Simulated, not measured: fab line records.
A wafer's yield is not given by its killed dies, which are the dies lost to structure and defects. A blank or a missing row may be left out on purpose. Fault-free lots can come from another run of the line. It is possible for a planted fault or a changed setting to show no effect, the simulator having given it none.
fab line records + flow sky130
record:
- lots: 12
- wafers: 36
- lastDay: 50
route steps=708 shown FIELD_ISO@1 NWELL@34 VT_ADJUST_LVTN@101 LDD_HVP@287 PAD_OPEN@708
lots with no fault: from the same line, run without faults
startH: hours from the record's opening day to when the first of the lot's shown wafers began + waitH: hours since the lot's step before + " repeats the value in the row above + L1.1+2: one row covering several wafers at once + - no value, or no start given + * or withheld: withheld + < > ~ a bound
route shown NAME@n: a module of which the file shows steps, and the number in the route of the first + usual: mean/standard deviation taken from wafers without a fault + same: alike in all rows + chamber/n: place in a boat + sites: per-site readings + _std_site: standard deviation across them + _edge_site: outer sites' mean less inner sites' + radiusMm: how far each site lies from the wafer's centre + mask NAME#n: copy n + behind: the tool/chamber that last shaped the wafer + hold: the reason the lot was held/the length of the hold in hours/how it ended + device: the transistor (n, p or np) that didn't switch + end of line: tests run on the same wafers once the route is complete + for a step that has no rows: nothing shown but its recipe + killed: not the wafer's yield, but the dies lost to structure and defects at the first sort + map: a wafer's dies, x killed, . not, _ none there
set.NAME: the setting that was run; set.NAME@STEP: the one run at that earlier step + model.NAME: the simulator's own value behind a step, which no gauge read
a sample of lots followed through the steps of the route, with each step as a table and each wafer as a row
services: when a tool's chamber went out of use (startH, in hours from the record's first day, below 0 if earlier), for how many hours, and the reason
== steps ==
step: SKY_FIELD_ISO_BOW_MEAS_00
recipe:
- mode: bow
usual:
- INCOMING_BOW: 1/6.2
| lot.wafer | tool         | chamber | startH | waitH | INCOMING_BOW[um] |
|-----------|--------------|---------|--------|-------|------------------|
| L689.1    | filmMetro-03 | -       | 10.00  | -     | 7                |
| L689.3    | "            | -       | "      | "     | -2               |
| L689.6    | "            | -       | "      | "     | -7               |
| L690.2    | filmMetro-02 | -       | 15.02  | -     | -6               |
| L690.5    | "            | -       | "      | "     | -3               |
| L690.6    | "            | -       | "      | "     | 3                |
| L691.2    | filmMetro-03 | -       | 20.02  | -     | 5                |
| L691.4    | "            | -       | "      | "     | 5                |
| L691.5    | "            | -       | "      | "     | -2               |
| L694.4    | filmMetro-02 | -       | 35.06  | -     | -4               |
| L694.5    | "            | -       | "      | "     | 10               |
| L694.6    | "            | -       | "      | "     | -2               |
| L696.1    | filmMetro-02 | -       | 45.00  | -     | -4               |
| L696.2    | "            | -       | "      | "     | 0                |
| L696.3    | "            | -       | "      | "     | 5                |
| L697.2    | filmMetro-02 | -       | 50.02  | -     | -6               |
| L697.5    | "            | -       | "      | "     | -4               |
| L697.6    | "            | -       | "      | "     | -4               |
| L698.1    | filmMetro-02 | -       | 55.00  | -     | 6                |
| L698.2    | "            | -       | "      | "     | 3                |
| L698.6    | "            | -       | "      | "     | 5                |
| L702.2    | filmMetro-03 | -       | 75.02  | -     | 7                |
| L702.4    | "            | -       | "      | "     | 11               |
| L702.6    | "            | -       | "      | "     | -4               |
| L703.3    | filmMetro-03 | -       | 80.04  | -     | -4               |
| L703.4    | "            | -       | "      | "     | 0                |
| L703.6    | "            | -       | "      | "     | 2                |
| L710.1    | filmMetro-03 | -       | 115.00 | -     | 5                |
| L710.2    | "            | -       | "      | "     | 9                |
| L710.6    | "            | -       | "      | "     | 4                |
| L711.1    | filmMetro-03 | -       | 120.00 | -     | -16              |
| L711.4    | "            | -       | "      | "     | 0                |
| L711.6    | "            | -       | "      | "     | 4                |
| L712.3    | filmMetro-02 | -       | 125.04 | -     | 6                |
| L712.5    | "            | -       | "      | "     | -3               |
| L712.6    | "            | -       | "      | "     | 2                |
step: SKY_NWELL_THK_MEAS_02
recipe:
- reads: SiO2_of_NWELL_OXIDATION_01
usual:
- NWELL_OXIDATION_THK: 9.98/0.22
| lot.wafer | tool         | chamber | startH | waitH | NWELL_OXIDATION_THK[nm] |
|-----------|--------------|---------|--------|-------|-------------------------|
| L689.1    | filmMetro-02 | -       | 42.31  | 0.1   | 10.35                   |
| L689.3    | "            | -       | "      | "     | 10.28                   |
| L689.6    | "            | -       | "      | "     | 10.27                   |
| L690.2    | filmMetro-02 | -       | 44.83  | 0.0   | 9.89                    |
| L690.5    | "            | -       | "      | "     | 9.88                    |
| L690.6    | "            | -       | "      | "     | 9.86                    |
| L691.2    | filmMetro-02 | -       | 49.24  | 0.0   | 10.20                   |
| L691.4    | "            | -       | "      | "     | 10.19                   |
| L691.5    | "            | -       | "      | "     | 10.31                   |
| L694.4    | filmMetro-02 | -       | 63.17  | 0.0   | 10.19                   |
| L694.5    | "            | -       | "      | "     | 10.33                   |
| L694.6    | "            | -       | "      | "     | 10.13                   |
| L696.1    | filmMetro-02 | -       | 73.30  | 0.0   | 9.97                    |
| L696.2    | "            | -       | "      | "     | 9.90                    |
| L696.3    | "            | -       | "      | "     | 10.01                   |
| L697.2    | filmMetro-01 | -       | 79.41  | 0.0   | 10.14                   |
| L697.5    | "            | -       | "      | "     | 10.02                   |
| L697.6    | "            | -       | "      | "     | 10.05                   |
| L698.1    | filmMetro-02 | -       | 84.11  | 0.0   | 9.86                    |
| L698.2    | "            | -       | "      | "     | 9.88                    |
| L698.6    | "            | -       | "      | "     | 9.84                    |
| L702.2    | filmMetro-02 | -       | 104.20 | 0.0   | 9.96                    |
| L702.4    | "            | -       | "      | "     | 10.06                   |
| L702.6    | "            | -       | "      | "     | 9.98                    |
| L703.3    | filmMetro-01 | -       | 108.62 | 0.0   | 9.80                    |
| L703.4    | "            | -       | "      | "     | 9.91                    |
| L703.6    | "            | -       | "      | "     | 9.84                    |
| L710.1    | filmMetro-01 | -       | 147.52 | 0.0   | 9.82                    |
| L710.2    | "            | -       | "      | "     | 9.82                    |
| L710.6    | "            | -       | "      | "     | 9.80                    |
| L711.1    | filmMetro-02 | -       | 150.88 | 0.0   | 9.34                    |
| L711.4    | "            | -       | "      | "     | 9.67                    |
| L711.6    | "            | -       | "      | "     | 9.55                    |
| L712.3    | filmMetro-02 | -       | 156.05 | 0.0   | 10.04                   |
| L712.5    | "            | -       | "      | "     | 9.92                    |
| L712.6    | "            | -       | "      | "     | 9.98                    |
step: SKY_VT_ADJUST_LVTN_EXPOSE_04
recipe:
- maskId: NWM_COMPLEMENT_LESS_NATIVE
- na: 0.6
- sourceShape: conventional
- sigmaOuter: 0.6
- polarization: unpolarized
- targetCdNm: 840
- doseMj: 194
| lot.wafer  | tool            | chamber | startH | waitH | mask                         |
|------------|-----------------|---------|--------|-------|------------------------------|
| L689.1+3+6 | ilineStepper-01 | 0       | 138.31 | -     | NWM_COMPLEMENT_LESS_NATIVE#0 |
| L690.2+5+6 | ilineStepper-02 | 0       | 140.23 | -     | NWM_COMPLEMENT_LESS_NATIVE#0 |
| L691.2+4+5 | ilineStepper-01 | 0       | 144.18 | -     | NWM_COMPLEMENT_LESS_NATIVE#0 |
| L694.4+5+6 | ilineStepper-02 | 0       | 162.59 | -     | NWM_COMPLEMENT_LESS_NATIVE#0 |
| L696.1+2+3 | ilineStepper-01 | 0       | 176.83 | -     | NWM_COMPLEMENT_LESS_NATIVE#0 |
| L697.2+5+6 | ilineStepper-02 | 0       | 183.72 | -     | NWM_COMPLEMENT_LESS_NATIVE#0 |
| L698.1+2+6 | ilineStepper-02 | 0       | 190.08 | -     | NWM_COMPLEMENT_LESS_NATIVE#0 |
| L702.2+4+6 | ilineStepper-01 | 0       | 215.83 | -     | NWM_COMPLEMENT_LESS_NATIVE#0 |
| L703.3+4+6 | ilineStepper-01 | 0       | 220.67 | -     | NWM_COMPLEMENT_LESS_NATIVE#0 |
| L710.1+2+6 | ilineStepper-01 | 0       | 267.66 | -     | NWM_COMPLEMENT_LESS_NATIVE#0 |
| L711.1+4+6 | ilineStepper-01 | 0       | 273.03 | -     | NWM_COMPLEMENT_LESS_NATIVE#0 |
| L712.3+5+6 | ilineStepper-01 | 0       | 305.52 | -     | NWM_COMPLEMENT_LESS_NATIVE#0 |
step: SKY_VT_ADJUST_LVTN_OVL_MEAS_07
usual:
- VT_ADJUST_LVTN_OVL: 0.3/1.4
| lot.wafer | tool       | chamber | startH | waitH | VT_ADJUST_LVTN_OVL[nm] |
|-----------|------------|---------|--------|-------|------------------------|
| L689.1    | overlay-02 | -       | 147.68 | -     | 0.5                    |
| L689.3    | "          | -       | "      | "     | -1.2                   |
| L689.6    | "          | -       | "      | "     | 0.6                    |
| L690.2    | overlay-02 | -       | 149.49 | -     | 1.6                    |
| L690.5    | "          | -       | "      | "     | 0.0                    |
| L690.6    | "          | -       | "      | "     | 0.7                    |
| L691.2    | overlay-02 | -       | 153.64 | -     | -0.1                   |
| L691.4    | "          | -       | "      | "     | 0.0                    |
| L691.5    | "          | -       | "      | "     | -2.1                   |
| L694.4    | overlay-01 | -       | 172.25 | -     | 181.3                  |
| L694.5    | "          | -       | "      | "     | 180.7                  |
| L694.6    | "          | -       | "      | "     | 180.1                  |
| L696.1    | overlay-01 | -       | 187.63 | -     | 0.3                    |
| L696.2    | "          | -       | "      | "     | -0.7                   |
| L696.3    | "          | -       | "      | "     | -0.5                   |
| L697.2    | overlay-02 | -       | 193.64 | -     | 183.7                  |
| L697.5    | "          | -       | "      | "     | 183.0                  |
| L697.6    | "          | -       | "      | "     | 182.2                  |
| L698.1    | overlay-02 | -       | 200.48 | -     | 180.8                  |
| L698.2    | "          | -       | "      | "     | 180.0                  |
| L698.6    | "          | -       | "      | "     | 179.9                  |
| L702.2    | overlay-02 | -       | 226.99 | -     | -1.4                   |
| L702.4    | "          | -       | "      | "     | 0.8                    |
| L702.6    | "          | -       | "      | "     | 0.8                    |
| L703.3    | overlay-02 | -       | 232.10 | -     | 1.7                    |
| L703.4    | "          | -       | "      | "     | 0.9                    |
| L703.6    | "          | -       | "      | "     | -0.4                   |
| L710.1    | overlay-01 | -       | 280.03 | -     | 1.5                    |
| L710.2    | "          | -       | "      | "     | 1.1                    |
| L710.6    | "          | -       | "      | "     | 1.8                    |
| L711.1    | overlay-02 | -       | 285.48 | -     | -0.8                   |
| L711.4    | "          | -       | "      | "     | 0.2                    |
| L711.6    | "          | -       | "      | "     | 0.6                    |
| L712.3    | overlay-02 | -       | 318.24 | -     | 3.0                    |
| L712.5    | "          | -       | "      | "     | 2.0                    |
| L712.6    | "          | -       | "      | "     | 0.6                    |
step: SKY_LDD_HVP_STRIP_09
recipe:
- chemistry: O2/N2
- powerW: 1400
- pressureMtorr: 1500
- platenTempC: withheld
- o2FlowSccm: 3000
- n2FlowSccm: 300
- overashFraction: 0.5
usual:
- drypumpMotorCurrentA: 5.6/0.53
- oesProductAu: 0.409/0.005
- stripTimeToEndpointS: 4.134/0.015
| lot.wafer | tool           | chamber | startH | waitH | drypumpMotorCurrentA | oesProductAu | rfHoursCounterH | stripTimeToEndpointS |
|-----------|----------------|---------|--------|-------|----------------------|--------------|-----------------|----------------------|
| L689.1    | plasmaAsher-01 | 0       | 500.82 | 0.1   | 6.3                  | 0.406        | 7               | 4.098                |
| L689.3    | "              | 0       | "      | "     | 6.3                  | 0.401        | -               | 4.135                |
| L689.6    | "              | 1       | "      | "     | 5.7                  | 0.407        | -               | 4.129                |
| L690.2    | plasmaAsher-02 | 1       | 506.37 | 0.1   | 6.1                  | 0.409        | 38              | 4.163                |
| L690.5    | "              | 1       | "      | "     | 6.1                  | 0.411        | -               | 4.139                |
| L690.6    | "              | 0       | "      | "     | 5.0                  | 0.412        | -               | 4.141                |
| L691.2    | plasmaAsher-01 | 1       | 510.56 | 0.1   | 5.6                  | 0.418        | 8               | 4.138                |
| L691.4    | "              | 1       | "      | "     | 5.6                  | 0.413        | -               | 4.140                |
| L691.5    | "              | 0       | "      | "     | 6.3                  | 0.419        | -               | 4.142                |
| L694.4    | plasmaAsher-01 | 1       | 542.65 | 0.1   | 5.7                  | 0.419        | -               | 4.095                |
| L694.5    | "              | 1       | "      | "     | 5.7                  | 0.415        | -               | 4.143                |
| L694.6    | "              | 0       | "      | "     | 6.3                  | 0.398        | -               | 4.112                |
| L696.1    | plasmaAsher-04 | 0       | 559.81 | 0.1   | 5.0                  | 0.409        | 76              | 4.098                |
| L696.2    | "              | 1       | "      | "     | 5.2                  | 0.405        | 76              | 4.125                |
| L696.3    | "              | 0       | "      | "     | 5.0                  | 0.406        | -               | 4.103                |
| L697.2    | plasmaAsher-01 | 0       | 569.02 | 0.1   | 6.3                  | 0.413        | 14              | 4.165                |
| L697.5    | "              | 0       | "      | "     | 6.3                  | 0.405        | -               | 4.142                |
| L697.6    | "              | 1       | "      | "     | 5.7                  | 0.410        | -               | 4.160                |
| L698.1    | plasmaAsher-02 | 1       | 576.97 | 0.1   | 6.1                  | 0.407        | 45              | 4.144                |
| L698.2    | "              | 0       | "      | "     | 5.0                  | 0.413        | 45              | 4.126                |
| L698.6    | "              | 0       | "      | "     | 5.0                  | 0.415        | -               | 4.140                |
| L702.2    | plasmaAsher-02 | 0       | 610.46 | 0.1   | 5.0                  | 0.409        | 47              | 4.113                |
| L702.4    | "              | 1       | "      | "     | 6.1                  | 0.406        | -               | 4.144                |
| L702.6    | "              | 1       | "      | "     | 6.1                  | 0.407        | -               | 4.118                |
| L703.3    | plasmaAsher-04 | 0       | 611.20 | 0.1   | 5.0                  | 0.408        | -               | 4.130                |
| L703.4    | "              | 1       | "      | "     | 5.2                  | 0.406        | -               | 4.139                |
| L703.6    | "              | 0       | "      | "     | 5.0                  | 0.413        | -               | 4.136                |
| L710.1    | plasmaAsher-02 | 0       | 689.41 | 0.1   | 5.0                  | 0.411        | 55              | 4.107                |
| L710.2    | "              | 1       | "      | "     | 6.1                  | 0.396        | 55              | 4.109                |
| L710.6    | "              | 1       | "      | "     | 6.1                  | 0.412        | -               | 4.120                |
| L711.1    | plasmaAsher-01 | 1       | 690.51 | 0.1   | 5.7                  | 0.408        | 27              | 4.132                |
| L711.4    | "              | 1       | "      | "     | 5.7                  | 0.402        | -               | 4.117                |
| L711.6    | "              | 0       | "      | "     | 6.3                  | 0.404        | -               | 4.146                |
| L712.3    | plasmaAsher-04 | 1       | 709.90 | 0.1   | 5.2                  | 0.410        | -               | 4.132                |
| L712.5    | "              | 1       | "      | "     | 5.2                  | 0.416        | -               | 4.120                |
| L712.6    | "              | 0       | "      | "     | 5.0                  | 0.410        | -               | 4.152                |
step: SKY_PAD_OPEN_PROBE_99
usual:
- killed_at_M0_to_M3: 45/6.8
- killed_at_M4_up: 3.1/2
- killedAtContacts: 23/5.2
- killedAtFrontEnd: 14/3.7
- killedAtOther: 0.3/0.61
- killedDies: 86/9
- killedOpen: 46/6.9
- killedShort: 39/6.4
same:
- grossDies: 492
- killedAtBackSide: 0
| lot.wafer | tool      | chamber | startH  | waitH | killed_at_M0_to_M3 | killed_at_M4_up | killedAtContacts | killedAtFrontEnd | killedAtOther | killedDies | killedOpen | killedShort |
|-----------|-----------|---------|---------|-------|--------------------|-----------------|------------------|------------------|---------------|------------|------------|-------------|
| L694.5    | prober-02 | -       | 1103.97 | 0.2   | 43                 | 4               | 26               | 18               | 0             | 91         | 45         | 41          |
| L697.2    | prober-01 | -       | 1120.86 | 0.1   | 37                 | 5               | 26               | 10               | 0             | 78         | 42         | 34          |
| L698.1    | prober-02 | -       | 1127.29 | 0.1   | 50                 | 5               | 22               | 19               | 0             | 96         | 52         | 43          |
| L698.6    | prober-02 | -       | 1127.54 | 0.2   | 46                 | 5               | 20               | 17               | 0             | 88         | 33         | 53          |
killed by level:class
L694.5 VIA1:geometricParticle:open=11 CONTACT:geometricParticle:open=10 VIA1:geometricParticle:short=10 VIA2:geometricParticle:open=9 LI_CONTACT:geometricParticle:open=5 FIELD_ISO:geometricParticle:short=4 CONTACT:geometricParticle:short=4 LOCAL_INTERCONNECT:geometricParticle:short=4
L697.2 CONTACT:geometricParticle:open=9 VIA1:geometricParticle:open=8 LI_CONTACT:geometricParticle:open=7 VIA1:geometricParticle:short=7 FIELD_ISO:geometricParticle:open=6 METAL2:geometricParticle:short=6 VIA2:geometricParticle:open=5 LI_CONTACT:geometricParticle:short=4
L698.1 VIA1:geometricParticle:open=10 VIA3:geometricParticle:open=9 METAL1:geometricParticle:short=8 VIA2:geometricParticle:open=8 CONTACT:geometricParticle:short=7 FIELD_ISO:geometricParticle:open=6 LI_CONTACT:geometricParticle:open=6 CONTACT:geometricParticle:open=6
L698.6 METAL1:geometricParticle:short=11 METAL2:geometricParticle:short=8 LI_CONTACT:geometricParticle:open=7 CONTACT:geometricParticle:open=5 VIA1:geometricParticle:short=5 VIA3:geometricParticle:short=5 FIELD_ISO:geometricParticle:short=4 VIA1:geometricParticle:open=4
== services ==
| tool            | chamber | startH | hours | kind   |
|-----------------|---------|--------|-------|--------|
| ilineStepper-02 | -       | 186.10 | 2.1   | pm     |
| ilineStepper-01 | -       | 200.28 | 1.7   | pm     |
| ilineStepper-02 | -       | 215.89 | 1.7   | pm     |
| ilineStepper-01 | -       | 297.25 | 4.4   | pm     |
| ilineStepper-02 | -       | 331.15 | 1.3   | repair |
| plasmaAsher-01  | -       | 340.88 | 14.6  | pm     |
| ilineStepper-01 | -       | 412.02 | 2.1   | pm     |
| ilineStepper-01 | -       | 418.46 | 1.7   | pm     |
| plasmaAsher-01  | -       | 421.25 | 9.0   | pm     |
| ilineStepper-01 | -       | 425.44 | 0.8   | pm     |
| ilineStepper-02 | -       | 434.07 | 1.7   | pm     |
| ilineStepper-02 | -       | 459.94 | 6.4   | repair |
| ilineStepper-02 | -       | 496.71 | 5.1   | repair |
| plasmaAsher-02  | -       | 514.41 | 2.8   | pm     |
| plasmaAsher-04  | -       | 537.89 | 0.5   | repair |
| ilineStepper-01 | -       | 538.37 | 10.0  | repair |
| plasmaAsher-01  | -       | 545.91 | 7.1   | repair |
| plasmaAsher-04  | -       | 578.99 | 1.3   | repair |
| plasmaAsher-02  | -       | 581.25 | 0.8   | repair |
| plasmaAsher-02  | -       | 589.04 | 14.1  | repair |
| ilineStepper-02 | -       | 615.37 | 4.4   | pm     |
| ilineStepper-01 | -       | 626.76 | 3.9   | repair |
| ilineStepper-02 | -       | 637.84 | 4.5   | repair |
| ilineStepper-02 | -       | 652.25 | 1.7   | pm     |
== key ==
firstSign:
- step: SKY_VT_ADJUST_LVTN_OVL_MEAS_07
- reading: VT_ADJUST_LVTN_OVL
- direction: up
- sigmas: 99+
- usual: 0.3
- struck: 181.3
effect none on later readings
metAt SKY_VT_ADJUST_LVTN_EXPOSE_04
struckLots L694,L697,L698
testerLeftOut L694,L697,L698
notActingAt SKY_FIELD_ISO_BOW_MEAS_00,SKY_NWELL_THK_MEAS_02,SKY_LDD_HVP_STRIP_09
onsetBetween 140.23 162.59
fault:
- kind: scannerMatchingOverlay
- tool: ilineStepper-02
- chamber: -
- onsetH: 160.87
- steps: SKY_VT_ADJUST_LVTN_EXPOSE_04
- offset: 181.16
testerLeftOut: of these lots the tester's yield and bins aren't shown, on N5 and GAA mostly nor the transistor test; their killed dies are dies lost to structure and defects alone, not to doping, threshold or leakage, so they don't give the yield
